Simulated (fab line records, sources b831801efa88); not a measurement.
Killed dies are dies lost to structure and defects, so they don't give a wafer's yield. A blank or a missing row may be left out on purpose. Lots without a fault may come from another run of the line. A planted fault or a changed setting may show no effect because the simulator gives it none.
Problem report in the 8D (eight disciplines) form, filled by code | flow sky130 | the parts of the form that need people (team, actions taken, sign-off) are left out

1. THE PROBLEM
oes_product_au at SKY_METAL3_ETCH_16 reads a mean of 0.646 a.u. on 1 wafer of 1 lot; wafers without a fault read 0.626 a.u. with a standard deviation of 0.0043. That is +4.7 standard deviations from the usual mean.
The step: etches BARC in N2/H2, stops on SiO2, time 88.2 s, target depth 60 nm.
First seen on wafer L734.6, day 44 04:21, on rie_metal-03. The record holds 33 wafers of 11 lots with a number at this step. Rule for "out", or "out of limits": more than 4 standard deviations from the usual mean. The other wafers with a number count as sound.

2. WHAT IT IS AND WHAT IT IS NOT
question                    | is                | is not
which readings at this step | oes_product_au    | drypump_motor_current_A, throttle_valve_pct
which lots                  | L734              | L715, L717, L719, L723, L724, L725, L726, L727, L728, L730
which wafers of those lots  | L734.6            | L734.1, L734.5
read on which tools         | rie_metal-03      | rie_metal-01, rie_metal-02
when                        | from day 44 04:21 | up to then (32 sound wafers)

3. SUSPECTS, AND WHAT RULES EACH OUT
Counting: a tool at a process step up to the reading stays a suspect if it ran every lot that is out. Sound lots after the first of them don't rule it out here, since some wafers of a struck lot are sound.
- pvd_sputter-01 at SKY_METAL3_SPUTTER_02 (material AlCu, target thk 735 nm, time 39.1 s): kept. It ran the lot that is out, L734 (day 42 04:44); its last sound lot up to then is L728 (day 40 16:16).
- litho_track-03 at SKY_METAL3_COAT_07 (resist thk 60 nm): kept. It ran the lot that is out, L734 (day 43 16:31); its last sound lot up to then is L730 (day 42 11:23).
- rie_metal-03 at SKY_METAL3_ETCH_16 (etches BARC in N2/H2, stops on SiO2, time 88.2 s, target depth 60 nm): kept. It ran the lot that is out, L734 (day 44 04:21); its last sound lot up to then is L728 (day 42 17:04). Its own readings are out on those wafers: oes_product_au.
Left after counting: pvd_sputter-01 at SKY_METAL3_SPUTTER_02, litho_track-03 at SKY_METAL3_COAT_07, rie_metal-03 at SKY_METAL3_ETCH_16.

4. THE CAUSE (what the simulator had put in)
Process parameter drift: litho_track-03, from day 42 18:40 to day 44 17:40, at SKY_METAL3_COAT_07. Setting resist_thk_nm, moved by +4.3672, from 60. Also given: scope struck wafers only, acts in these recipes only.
Counting left 3 suspects, and this tool is among them.

5. THE CHAIN OF EFFECTS, in route order
Each row: a reading whose mean over the struck wafers that have a number lies more than 3 standard deviations from the usual. Only readings for which the record gives a usual standard deviation are gone through. hours: the time from each lot's start at the first step in this table that gives one to its start at this step, as a median over the lots. sigmas: the change in usual standard deviations.
hours | step               | reading        | usual      | on struck wafers | change | sigmas
0     | SKY_METAL3_ETCH_16 | oes_product_au | 0.626 a.u. | 0.646            | +0.020 | +4.7
The process steps in it:
- SKY_METAL3_ETCH_16: etches BARC in N2/H2, stops on SiO2, time 88.2 s, target depth 60 nm.

6. WHAT WOULD HAVE CAUGHT IT SOONER
In this record the first reading out of limits was taken at day 44 04:21, 34 hours after the fault began at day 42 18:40.
All the lots that are out (1) had begun SKY_METAL3_COAT_07 on litho_track-03 by day 44 04:21. A hold on the tool at that time would have spared none of them.
